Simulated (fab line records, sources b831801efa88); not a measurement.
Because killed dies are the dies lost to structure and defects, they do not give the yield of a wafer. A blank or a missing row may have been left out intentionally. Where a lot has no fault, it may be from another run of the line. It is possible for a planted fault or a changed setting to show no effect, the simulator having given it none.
A lot that was struck, set against a sound lot / flow sky130 / 21 steps out of a route of 708
Sound: wafers L930.3, L930.4, L930.5. Struck: wafers L939.1, L939.4. (L939.2 of the same lot was not struck and is left out.) The cause comes at the end.
Per side, at each step with rows, come the tool, then ch with its chambers, and then its first start. Under that, the readings that differ: sound wafers / struck wafers / difference of the means / sigmas: that difference in standard deviations of wafers without a fault.
alike: readings whose means differ by less than 2 such deviations, and words and numbers that are the same on both sides. not compared: withheld readings, readings that some wafer has no value for, bounds like >300 that may hide the same value, and numbers for which the record gives no deviation and whose values overlap.
A row with sigmas, a row that says differs or no value, or rows on one side alone: a step with any of these is where the two part. Numbers that don't overlap but have no deviation are shown without sigmas and don't part them. A reading missing from all wafers of one side parts the sides only when that side holds two or more wafers.

first, 5 steps without rows for these wafers: SKY_VT_ADJUST_LVTN_COAT_02 (resist thk 3000 nm); SKY_VT_ADJUST_LVTN_SOFTBAKE_03; SKY_VT_ADJUST_LVTN_EXPOSE_04 (exposes mask NWM COMPLEMENT LESS NATIVE, target cd 840 nm); SKY_VT_ADJUST_LVTN_PEB_05; SKY_VT_ADJUST_LVTN_DEVELOP_06 (develop time 60 s).
SKY_VT_ADJUST_LVTN_OVL_MEAS_07:
  sound on overlay-02 at day 7 13:34; struck on overlay-01 at day 9 20:45
  alike: VT_ADJUST_LVTN_OVL
then, 1 step without rows for these wafers: SKY_VT_ADJUST_LVTN_IMPLANT_08.
SKY_VT_ADJUST_LVTN_STRIP_09: strips in O2/N2.
  sound on plasmaAsher-04 ch 0,1, day 7 13:46; struck on plasmaAsher-04 ch 1, day 9 20:56
  alike: chamberPressureMTorr, drypumpMotorCurrentA, o2FlowSccm, oesProductAu, stripTimeToEndpointS
  not compared: rfHoursCounterH
SKY_VT_ADJUST_LVTN_TW_MEAS_10:
  sound on filmMetro-03 at day 7 13:51; struck on filmMetro-01 at day 9 21:02
reading=VT_ADJUST_LVTN_TW; sound=241.9 241.1 240.3; struck=235.5 237.3; difference=-4.7; sigmas=-3
then, 3 steps without rows for these wafers: SKY_VT_ADJUST_LVTN_DEHYDRATE_11 (time 60 s); SKY_VT_ADJUST_LVTN_HMDS_12 (prime time 60 s); SKY_VT_ADJUST_LVTN_COAT_13 (resist thk 1140 nm).
SKY_VT_ADJUST_LVTN_SOFTBAKE_14: time 60 s.
  sound on lithoTrack-03 ch 0, day 8 00:33; struck on lithoTrack-03 ch 0, day 10 08:06
reading=runLengthS (s); sound=89.43 89.14 89.44; struck=114.87 115.04; difference=+25.62; sigmas=+99 or more
  alike: exhaustPa
  not compared: model.NOVOLAK_of_VT_ADJUST_LVTN_COAT_13.thkNm
then, 2 steps without rows for these wafers: SKY_VT_ADJUST_LVTN_EXPOSE_15 (exposes mask HVN STD DERIVED, target cd 600 nm); SKY_VT_ADJUST_LVTN_PEB_16.
SKY_VT_ADJUST_LVTN_DEVELOP_17: develop time 60 s.
  sound on lithoTrack-03 ch 0, day 8 10:42; struck on lithoTrack-01 ch 0, day 10 18:31
  alike: exhaustPa
  not compared: model.NOVOLAK_of_VT_ADJUST_LVTN_COAT_13.thkNm
SKY_VT_ADJUST_LVTN_OVL_MEAS_18:
  sound on overlay-01 at day 8 10:49; struck on overlay-01 at day 10 18:40
  alike: VT_ADJUST_LVTN_01_OVL
then, 1 step without rows for these wafers: SKY_VT_ADJUST_LVTN_IMPLANT_19.
SKY_VT_ADJUST_LVTN_STRIP_20: strips in O2/N2.
  sound on plasmaAsher-01 ch 0,1, day 8 11:08; struck on plasmaAsher-01 ch 1, day 10 18:52
  alike: chamberPressureMTorr, drypumpMotorCurrentA, o2FlowSccm, oesProductAu, stripTimeToEndpointS
  not compared: rfHoursCounterH
SKY_VT_ADJUST_LVTN_TW_MEAS_21:
  sound on filmMetro-02 at day 8 11:13; struck on filmMetro-01 at day 10 18:58
  alike: VT_ADJUST_LVTN_2_TW
-- a jump in the record: the struck wafers' starts before and after are 38 days apart (it breaks off in module VT_ADJUST_LVTN and resumes in module PAD_OPEN, where the first step shown is number 708 of the route) --
SKY_PAD_OPEN_PROBE_99:
  sound on prober-02 at day 47 07:42; struck on prober-01 at day 48 12:27
  alike: killed_at_M0_to_M3, killed_at_M4_up, killedAtContacts, killedAtFrontEnd, killedAtOther, killedDies, killedOnRim, killedOpen, killedShort

== WHERE THEY PART ==
At SKY_VT_ADJUST_LVTN_TW_MEAS_10 first; at SKY_VT_ADJUST_LVTN_SOFTBAKE_14 last (within this record only). Later steps at which nothing parts them and some readings are alike: SKY_VT_ADJUST_LVTN_DEVELOP_17, SKY_VT_ADJUST_LVTN_OVL_MEAS_18, SKY_VT_ADJUST_LVTN_STRIP_20, SKY_VT_ADJUST_LVTN_TW_MEAS_21, SKY_PAD_OPEN_PROBE_99.

WHY: the cause the simulator had injected
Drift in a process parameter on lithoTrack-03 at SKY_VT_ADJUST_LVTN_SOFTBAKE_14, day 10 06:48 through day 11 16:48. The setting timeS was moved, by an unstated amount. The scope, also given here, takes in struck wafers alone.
